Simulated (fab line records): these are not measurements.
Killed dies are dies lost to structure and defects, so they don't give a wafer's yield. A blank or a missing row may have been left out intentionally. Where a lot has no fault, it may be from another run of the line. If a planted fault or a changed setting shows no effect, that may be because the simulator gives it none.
Problem report, 8D (eight disciplines) form, completed by code || flow gf180mcu || the parts of the form that need people (team, actions taken, sign-off) are left out

1. THE ISSUE
Across 2 wafers from 2 lots, PASSIVATION_CVD_00_THK at GF_PASSIVATION_THK_MEAS_01 averages 1728 nm, while fault-free wafers read 1003 nm with a standard deviation of 14. Measured from the usual mean, that is +52 standard deviations.
First observed at day 30 11:25: wafer L875.5, on film metro-03. At this step, 39 wafers from 13 lots have a number in the record. The rule behind "out" and "out of limits": a value lying over 4 standard deviations away from the usual mean. All remaining wafers that have a number are taken as sound.

2. WHAT THIS IS AND IS NOT
{"question": "which readings at this step", "is": "PASSIVATION_CVD_00_THK", "is not": "-"}
{"question": "which lots", "is": "L875, L877", "is not": "L868, L869, L872, L879, L882, L883, L884, L887, L888, L889, L890"}
{"question": "which wafers of those lots", "is": "L875.5, L877.6", "is not": "L875.1, L875.6, L877.2, L877.4"}
{"question": "read on which gauges", "is": "film metro-03", "is not": "film metro-01, film metro-04"}
{"question": "when", "is": "from day 30 11:25", "is not": "up to then (11 sound wafers); but 26 sound wafers of L877, L879, L882, L883, L884, L887, L888, L889, L890 came after"}

3. WHAT RULES OUT EACH SUSPECT
Counting: any tool at a process step up to the reading remains a suspect provided it ran every lot that is out. Sound lots after the first of them don't rule it out here, since some wafers of a struck lot are sound.
- the gauge at GF_PASSIVATION_THK_MEAS_01 has been ruled out. All the wafers that are out were read on film metro-03, but those of them that GF_PASSIVATION_CVD_00 has rows for are out there too, on other tools.
- pecvd-01 at GF_PASSIVATION_CVD_00 (deposits SiO2 from TEOS, target thk 1000 nm, time 111.95 s): kept. It ran every lot that is out, first L875 (day 30 11:17); its last sound lot up to then is L869 (day 28 11:55). Out on those wafers are its own readings of run length s.
- At GF_PASSIVATION_CVD_00, inside pecvd-01: chamber 0 took the wafers that are out, while their sound lot-mates went through chambers 1, 2.
After counting, what remains is pecvd-01 at GF_PASSIVATION_CVD_00.

4. THE CAUSE (what the simulator had put in)
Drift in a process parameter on pecvd-01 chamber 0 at GF_PASSIVATION_CVD_00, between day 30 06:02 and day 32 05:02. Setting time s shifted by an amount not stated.
This tool alone remained once counting was done.

5. THE CHAIN OF EFFECTS, in route order
Rows list readings where the struck wafers' mean (over those with a number) sits beyond 3 standard deviations from the usual. Readings are gone through only where the record gives a usual standard deviation; hours: the median, over the lots, of the time from a lot's start at the first step in this table giving one to that lot's start at this step; sigmas: the change measured in usual standard deviations.
{"hours": 0, "step": "GF_PASSIVATION_CVD_00", "reading": "run length s", "usual": "139.7 s", "on struck wafers": 220.1, "change": "+80.4", "sigmas": "+99 or more"}
{"hours": 0, "step": "GF_PASSIVATION_THK_MEAS_01", "reading": "PASSIVATION_CVD_00_THK", "usual": "1003 nm", "on struck wafers": 1728, "change": "+726", "sigmas": "+52"}
Its process steps:
- GF_PASSIVATION_CVD_00: deposits SiO2 from TEOS, target thk 1000 nm, time 111.95 s.

6. HOW IT WOULD HAVE BEEN CAUGHT EARLIER
The first out-of-limits reading at a measuring or inspecting step in this record came at day 30 11:25, 5 hours after the fault's start at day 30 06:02.
Tool's own readings at GF_PASSIVATION_CVD_00, run length s: out on all struck wafers the step has rows for; an alarm limit on them would have tripped on the first.
L877, from the lots that are out (2), started GF_PASSIVATION_CVD_00 on pecvd-01 later than day 30 11:25. It would have been spared by a hold on the tool at that moment.
